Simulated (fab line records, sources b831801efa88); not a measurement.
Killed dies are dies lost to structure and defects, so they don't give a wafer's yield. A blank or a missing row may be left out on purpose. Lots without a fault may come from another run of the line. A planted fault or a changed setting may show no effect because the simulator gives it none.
Which tool did it? | flow sky130 | 6 lots, 18 wafers sampled, at 4 steps of a route of 708

WHAT THE GAUGES READ, wafer by wafer
SKY_VT_ADJUST_HVTR_TW_MEAS_11.
lot  | measured     | on            | VT_ADJUST_HVTR_TW
L687 | day 10 08:42 | film_metro-04 | 210.3 210.2 211.5
L695 | day 12 23:49 | film_metro-04 | 187.2 188.1 187.5
L698 | day 13 19:08 | film_metro-02 | 209.7 211.3 210.6
L703 | day 15 11:41 | film_metro-04 | 209.6 211.2 209.9
L705 | day 15 22:15 | film_metro-03 | 211.0 211.4 212.2
L707 | day 16 12:38 | film_metro-02 | 212.7 211.1 211.8

WHICH TOOL RAN EACH LOT (tool, then ch and the chambers of the sampled wafers, then the start)
lot  | SKY_VT_ADJUST_HVTP_STRIP_10          | SKY_VT_ADJUST_LVTN_STRIP_09          | SKY_VT_ADJUST_HVTR_IMPLANT_09
L687 | plasma_asher-02 ch 0, day 6 19:34    | plasma_asher-03 ch 0,1, day 7 15:58  | implanter-04 ch 0, day 10 08:28
L695 | plasma_asher-04 ch 0,1, day 9 02:34  | plasma_asher-04 ch 0,1, day 10 00:26 | implanter-02 ch 0, day 12 23:34
L698 | plasma_asher-01 ch 0,1, day 9 18:18  | plasma_asher-04 ch 0,1, day 10 17:05 | implanter-01 ch 0, day 13 18:53
L703 | plasma_asher-02 ch 0,1, day 11 06:30 | plasma_asher-01 ch 0, day 12 06:07   | implanter-04 ch 0, day 15 11:26
L705 | plasma_asher-01 ch 0,1, day 11 15:23 | plasma_asher-03 ch 0,1, day 12 15:12 | implanter-04 ch 0, day 15 22:02
L707 | plasma_asher-01 ch 0,1, day 12 02:37 | plasma_asher-04 ch 0,1, day 13 03:55 | implanter-04 ch 0, day 16 12:23
- SKY_VT_ADJUST_HVTP_STRIP_10: strips in O2/N2.
- SKY_VT_ADJUST_LVTN_STRIP_09: strips in O2/N2.
- SKY_VT_ADJUST_HVTR_IMPLANT_09

THE ANSWER, worked out from the rows above alone
Rule: what is usual is taken from the lots themselves. Put in order of their means at a reading, lots are off if they are a third of the lots or fewer, leave a main group of 4 or more, and stand apart from it by a gap of 3 or more times the standard deviation of the main group's means; of several such gaps the widest counts. A main group whose means are all the same, to the digits that the tables above print for the reading, isn't used. A lot without any number at a reading at which 4 lots or more have one is off too. The other lots that the step has rows for count as sound.
Off: L695, at SKY_VT_ADJUST_HVTR_TW_MEAS_11 (VT_ADJUST_HVTR_TW). The main group: mean 211.0, standard deviation 0.62.
A tool fits if, at a process step before that reading, it ran every lot that is off, and no sound lot after the first of them. The gauges at SKY_VT_ADJUST_HVTR_TW_MEAS_11 are tried like those tools. Can't be told from this: 2 tools fit, plasma_asher-04 at SKY_VT_ADJUST_HVTP_STRIP_10, implanter-02 at SKY_VT_ADJUST_HVTR_IMPLANT_09.

WHAT THE SIMULATOR HAD PUT IN
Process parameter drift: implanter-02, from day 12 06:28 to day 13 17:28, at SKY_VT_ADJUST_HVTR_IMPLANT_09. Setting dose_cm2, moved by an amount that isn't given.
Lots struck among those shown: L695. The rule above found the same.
